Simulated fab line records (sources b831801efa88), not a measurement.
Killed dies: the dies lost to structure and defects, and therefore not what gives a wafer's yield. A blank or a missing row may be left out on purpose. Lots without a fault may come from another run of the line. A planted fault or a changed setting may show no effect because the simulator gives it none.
What tool caused it?	flow gf180mcu	24 lots with 72 wafers sampled at 6 steps, on a route of 602 steps

WHAT THE GAUGES READ, wafer by wafer
GF_V3_THK_MEAS_01. Usual: V3_CVD_00_THK typically reads 602 nm, with standard deviation 5.1.
lot	measured	on	V3_CVD_00_THK (nm)	flag
L074	day 21 13:08	film metro-04	606 603 607	
L075	day 21 19:35	film metro-04	599 607 589	
L076	day 22 07:24	film metro-02	604 593 605	
L077	day 22 15:34	film metro-01	604 597 594	
L078	day 22 22:39	film metro-02	597 609 611	
L079	day 23 07:34	film metro-01	605 610 599	
L080	day 23 23:43	film metro-01	597 605 601	
L081	day 24 11:58	film metro-02	596 593 602	
L082	day 24 15:10	film metro-01	599 602 606	
L083	day 24 20:31	film metro-01	599 600 598	
L084	day 25 04:38	film metro-02	603 601 604	
L085	day 25 08:21	film metro-04	593 602 607	
L086	day 25 16:56	film metro-01	596 608 607	
L087	day 26 04:29	film metro-02	602 599 605	
L088	day 26 14:35	film metro-02	609 599 613	
L089	day 26 18:26	film metro-02	610 600 595	
L090	day 26 22:31	film metro-01	602 598 600	
L091	day 27 09:46	film metro-01	609 607 602	
L092	day 27 11:13	film metro-04	589 605 596	
L093	day 27 20:41	film metro-04	602 598 600	
L094	day 28 10:10	film metro-02	601 608 613	
L095	day 28 11:10	film metro-04	603 604 600	
L096	day 28 18:43	film metro-04	604 603 601	
L097	day 29 01:35	film metro-02	603 607 607	

GF_PASSIVATION_THK_MEAS_01. Usual: PASSIVATION_CVD_00_THK typically reads 1002 nm, with standard deviation 16.
lot	measured	on	PASSIVATION_CVD_00_THK (nm)	flag
L074	day 28 06:45	film metro-03	1013 1001 1005	
L075	day 28 12:01	film metro-03	1003 1009 993	
L076	day 28 23:02	film metro-01	967 985 1002	
L077	day 29 04:42	film metro-04	975 970 988	
L078	day 29 13:19	film metro-04	972 959 999	
L079	day 29 17:17	film metro-01	1010 996 1018	
L080	day 30 08:23	film metro-04	988 974 989	
L081	day 30 18:05	film metro-01	1004 983 1002	
L082	day 30 19:56	film metro-03	986 1004 1007	
L083	day 31 01:21	film metro-04	1001 1002 1023	
L084	day 31 10:56	film metro-04	1005 991 1015	
L085	day 31 12:08	film metro-03	1021 1017 1013	
L086	day 31 16:50	film metro-01	1007 1009 1043	
L087	day 32 03:49	film metro-04	992 1010 1013	
L088	day 32 12:15	film metro-04	1012 1033 1031	
L089	day 32 15:25	film metro-03	1026 1015 1005	
L090	day 32 17:50	film metro-03	981 988 1005	
L091	day 33 03:43	film metro-03	983 983 1011	
L092	day 33 04:25	film metro-01	1006 1018 1025	
L093	day 33 12:32	film metro-01	983 1019 996	
L094	day 33 22:34	film metro-01	981 983 995	
L095	day 33 23:10	film metro-01	991 1008 995	
L096	day 34 07:08	film metro-04	994 1023 1016	
L097	day 34 10:18	film metro-03	997 1012 1001	

EACH LOT AND THE TOOL THAT RAN IT (in order: tool; ch and the chambers of the sampled wafers; start)
lot	GF_V2_CMP_26	GF_V3_CMP_26	GF_MIM_SPUTTER_09	GF_TOP_METAL_SPUTTER_02
L074	cmp-02 ch 1,2, day 20 11:18	cmp-01 ch 0,1,2, day 22 14:29	pvd sputter-03, day 24 14:55	pvd sputter-03, day 27 09:53
L075	cmp-02 ch 0,1,2, day 20 18:25	cmp-02 ch 0,2,3, day 22 20:20	pvd sputter-01, day 24 20:44	pvd sputter-02, day 27 14:52
L076	cmp-02 ch 1,2,3, day 21 06:35	cmp-01 ch 1,2, day 23 08:04	pvd sputter-04, day 25 08:32	pvd sputter-02, day 28 02:26
L077	cmp-02 ch 0,2, day 21 14:34	cmp-01 ch 0,1, day 23 16:23	pvd sputter-04, day 25 16:10	pvd sputter-01, day 28 08:47
L078	cmp-01 ch 0,1,2, day 21 22:04	cmp-01 ch 0,2,3, day 23 23:38	pvd sputter-01, day 25 23:35	pvd sputter-03, day 28 17:11
L079	cmp-02 ch 2,3, day 22 06:55	cmp-02 ch 1,2, day 24 07:55	pvd sputter-04, day 26 06:40	pvd sputter-01, day 28 21:41
L080	cmp-01 ch 1,2,3, day 23 00:12	cmp-02 ch 0,1,3, day 24 23:05	pvd sputter-01, day 26 22:05	pvd sputter-01, day 29 12:59
L081	cmp-02 ch 0,1,3, day 23 11:47	cmp-01 ch 0,1,3, day 25 11:25	pvd sputter-04, day 27 08:55	pvd sputter-02, day 29 22:43
L082	cmp-01 ch 1,2, day 23 15:30	cmp-01 ch 1,2,3, day 25 14:23	pvd sputter-03, day 27 11:07	pvd sputter-01, day 30 00:40
L083	cmp-01 ch 0,2,3, day 23 21:11	cmp-01 ch 0,2,3, day 25 19:46	pvd sputter-01, day 27 16:56	pvd sputter-01, day 30 06:37
L084	cmp-02 ch 1,2,3, day 24 05:49	cmp-01 ch 1,2,3, day 26 03:08	pvd sputter-04, day 28 03:23	pvd sputter-03, day 30 16:34
L085	cmp-01 ch 1,2,3, day 24 09:05	cmp-01 ch 0,2,3, day 26 07:31	pvd sputter-03, day 28 04:13	pvd sputter-02, day 30 17:20
L086	cmp-02 ch 2,3, day 24 17:40	cmp-01 ch 1,2,3, day 26 15:52	pvd sputter-04, day 28 11:14	pvd sputter-01, day 30 21:56
L087	cmp-02 ch 1,2,3, day 25 05:49	cmp-02 ch 1,2,3, day 27 02:53	pvd sputter-01, day 28 22:12	pvd sputter-03, day 31 09:28
L088	cmp-02 ch 0,3, day 25 16:41	cmp-01 ch 1,2, day 27 12:26	pvd sputter-03, day 29 07:49	pvd sputter-02, day 31 17:50
L089	cmp-02 ch 1,2,3, day 25 20:11	cmp-01 ch 0,1,3, day 27 16:43	pvd sputter-01, day 29 11:52	pvd sputter-03, day 31 21:20
L090	cmp-02 ch 1,2,3, day 26 00:02	cmp-01 ch 1,2,3, day 27 21:04	pvd sputter-01, day 29 15:25	pvd sputter-02, day 32 00:24
L091	cmp-02 ch 1,2,3, day 26 12:04	cmp-02 ch 0,2,3, day 28 07:23	pvd sputter-01, day 30 01:11	pvd sputter-01, day 32 10:28
L092	cmp-01 ch 0,1,2, day 26 13:32	cmp-02 ch 0,1,3, day 28 08:53	pvd sputter-01, day 30 03:28	pvd sputter-02, day 32 11:14
L093	cmp-01 ch 0,1, day 26 23:09	cmp-02 ch 0,1,2, day 28 18:32	pvd sputter-04, day 30 11:59	pvd sputter-02, day 32 19:37
L094	cmp-02 ch 0,1,3, day 27 12:44	cmp-02 ch 0,3, day 29 07:09	pvd sputter-04, day 30 23:32	pvd sputter-01, day 33 05:56
L095	cmp-02 ch 0,1, day 27 14:04	cmp-01 ch 1,2,3, day 29 08:04	pvd sputter-03, day 31 01:41	pvd sputter-03, day 33 07:02
L096	cmp-02 ch 0,1, day 27 22:12	cmp-01 ch 0,1,3, day 29 16:18	pvd sputter-03, day 31 08:24	pvd sputter-03, day 33 14:50
L097	cmp-01 ch 2,3, day 28 04:47	cmp-01 ch 1,2,3, day 29 21:43	pvd sputter-04, day 31 13:26	pvd sputter-03, day 33 18:14
- GF_V2_CMP_26: polishes, stops on SiO2, t overpolish 15 s, target thk 0 nm.
- GF_V3_CMP_26: polishes, stops on SiO2, t overpolish 15 s, target thk 0 nm.
- GF_MIM_SPUTTER_09: material TiN, target thk 35 nm, time 29.2 s.
- GF_TOP_METAL_SPUTTER_02: material AlCu, target thk 900 nm, time 47.82 s.

AS READ BY THE TOOLS THEMSELVES (means over the sampled wafers that have a number; for cases with no such wafer, the mark the record gives instead)
GF_V2_CMP_26. Usual: motor current A 10.8 A, standard deviation 1; overpolish run s 15.001 s, standard deviation 0.0091; platen rpm 60.00 rpm, standard deviation 0.047; retaining ring pressure frac 1.001, standard deviation 0.0047; time to endpoint s 81 s, standard deviation 4.7.
lot	tool	motor current A (A)	overpolish run s (s)	platen rpm (rpm)	retaining ring pressure frac	time to endpoint s (s)	flag
L074	cmp-02	9.9	14.996	59.97	1.000	80	
L075	cmp-02	10.3	15.000	59.99	0.999	85	
L076	cmp-02	10.0	15.004	59.99	1.003	81	
L077	cmp-02	9.9	15.011	60.01	1.002	79	
L078	cmp-01	11.6	14.998	59.99	1.002	84	
L079	cmp-02	10.8	14.999	59.99	1.003	80	
L080	cmp-01	11.6	14.996	59.99	1.000	82	
L081	cmp-02	10.8	15.002	59.97	1.004	79	
L082	cmp-01	12.2	15.008	60.01	1.001	80	
L083	cmp-01	11.4	15.004	59.98	0.999	87	
L084	cmp-02	10.3	15.003	60.04	1.002	77	
L085	cmp-01	11.6	14.999	60.02	0.999	82	
L086	cmp-02	10.9	14.995	60.03	1.006	78	
L087	cmp-02	10.3	15.000	60.03	1.003	80	
L088	cmp-02	11.0	15.002	60.03	1.003	79	
L089	cmp-02	10.5	15.006	60.03	1.001	79	
L090	cmp-02	10.3	14.990	59.99	0.998	77	
L091	cmp-02	10.5	15.003	60.01	1.001	76	
L092	cmp-01	11.9	15.009	60.00	0.999	81	
L093	cmp-01	12.1	14.997	59.97	1.002	86	
L094	cmp-02	11.0	14.998	60.02	0.999	80	
L095	cmp-02	10.5	15.006	59.96	1.001	82	
L096	cmp-02	10.5	14.998	60.01	1.005	80	
L097	cmp-01	11.7	15.000	59.97	1.001	77	

GF_V3_CMP_26. Usual: motor current A 11.3 A, standard deviation 0.85; overpolish run s 15.000 s, standard deviation 0.0093; platen rpm 60.00 rpm, standard deviation 0.035; retaining ring pressure frac 1.000, standard deviation 0.005; time to endpoint s 84 s, standard deviation 5.5.
lot	tool	motor current A (A)	overpolish run s (s)	platen rpm (rpm)	retaining ring pressure frac	time to endpoint s (s)	flag
L074	cmp-01	12.1	15.010	60.03	0.994	88	
L075	cmp-02	10.6	14.999	60.00	0.998	81	
L076	cmp-01	11.3	15.001	60.01	1.000	83	
L077	cmp-01	11.8	14.996	60.01	1.000	89	
L078	cmp-01	11.5	15.003	59.97	1.002	83	
L079	cmp-02	10.0	14.998	60.03	1.001	81	
L080	cmp-02	10.7	14.998	60.00	1.003	82	
L081	cmp-01	11.8	14.988	59.98	1.000	91	
L082	cmp-01	11.4	14.992	59.99	0.999	81	
L083	cmp-01	11.3	14.998	59.99	1.002	87	
L084	cmp-01	11.3	15.000	59.97	0.999	83	
L085	cmp-01	11.8	15.003	59.99	1.006	82	
L086	cmp-01	11.8	15.003	59.99	0.995	84	
L087	cmp-02	10.5	15.003	60.01	1.001	75	
L088	cmp-01	11.6	15.000	60.01	0.995	79	
L089	cmp-01	11.8	15.002	60.02	1.001	86	
L090	cmp-01	11.8	15.004	60.03	1.001	82	
L091	cmp-02	10.5	15.000	59.97	1.006	85	
L092	cmp-02	11.0	15.008	59.98	1.001	81	
L093	cmp-02	10.0	15.002	60.01	1.004	84	
L094	cmp-02	10.9	15.000	60.02	0.999	83	
L095	cmp-01	11.2	14.997	60.03	1.000	84	
L096	cmp-01	11.6	15.007	60.00	0.992	87	
L097	cmp-01	11.7	14.998	60.03	0.999	83	

GF_MIM_SPUTTER_09. Usual: chamber pressure pa 0.4000 Pa, standard deviation 0.00086; throttle valve pct 30.0 %, standard deviation 0.95.
lot	tool	chamber pressure pa (Pa)	throttle valve pct (%)	flag
L074	pvd sputter-03	0.3994	31.3	
L075	pvd sputter-01	0.4003	30.1	
L076	pvd sputter-04	0.3992	29.8	
L077	pvd sputter-04	0.3997	29.7	
L078	pvd sputter-01	0.3996	31.0	
L079	pvd sputter-04	0.3996	30.0	
L080	pvd sputter-01	0.3991	29.8	
L081	pvd sputter-04	0.3999	29.8	
L082	pvd sputter-03	0.4002	31.1	
L083	pvd sputter-01	0.4003	30.4	
L084	pvd sputter-04	0.4001	30.0	
L085	pvd sputter-03	0.3998	29.3	
L086	pvd sputter-04	0.4003	30.3	
L087	pvd sputter-01	0.3998	30.2	
L088	pvd sputter-03	0.4003	30.5	
L089	pvd sputter-01	0.4004	29.7	
L090	pvd sputter-01	0.4005	30.3	
L091	pvd sputter-01	0.4008	30.4	
L092	pvd sputter-01	0.3996	29.9	
L093	pvd sputter-04	0.4000	29.9	
L094	pvd sputter-04	0.4001	30.1	
L095	pvd sputter-03	0.3997	29.2	
L096	pvd sputter-03	0.4008	31.1	
L097	pvd sputter-04	0.3993	30.3	

GF_TOP_METAL_SPUTTER_02. Usual: chamber pressure pa 0.3000 Pa, standard deviation 0.00056; throttle valve pct 29.9 %, standard deviation 1.
lot	tool	chamber pressure pa (Pa)	throttle valve pct (%)	flag
L074	pvd sputter-03	0.2999	29.4	
L075	pvd sputter-02	0.2997	29.8	
L076	pvd sputter-02	0.3000	29.6	
L077	pvd sputter-01	0.2998	29.9	
L078	pvd sputter-03	0.2999	29.7	
L079	pvd sputter-01	0.3004	30.8	
L080	pvd sputter-01	0.3005	30.3	
L081	pvd sputter-02	0.3001	29.8	
L082	pvd sputter-01	0.3001	30.3	
L083	pvd sputter-01	0.2996	30.0	
L084	pvd sputter-03	0.2999	29.4	
L085	pvd sputter-02	0.3000	30.0	
L086	pvd sputter-01	0.3004	30.7	
L087	pvd sputter-03	0.3002	29.7	
L088	pvd sputter-02	0.3001	30.0	
L089	pvd sputter-03	0.2994	30.0	
L090	pvd sputter-02	0.3001	29.6	
L091	pvd sputter-01	0.2997	30.7	
L092	pvd sputter-02	0.2993	29.5	
L093	pvd sputter-02	0.3005	29.6	
L094	pvd sputter-01	0.3007	30.4	
L095	pvd sputter-03	0.3004	31.0	
L096	pvd sputter-03	0.3003	30.1	
L097	pvd sputter-03	0.3006	31.1	

THE ANSWER, worked out from the rows above alone
Rule: lot off if the mean of its wafers having a number is beyond 3 standard deviations from the usual mean. Also off: a lot with no number at a reading for which 4 or more lots have one. The other lots that the step has rows for count as sound. First the gauges in route order, then the tools' own readings, where a lot's mean is used as printed above. At the first step where some lot is off, the reading lying furthest off is the one used; lots without a number count as furthest.
Across all readings shown, no lot is off: no conclusion can be drawn from this.

WHAT WAS PUT IN BY THE SIMULATOR
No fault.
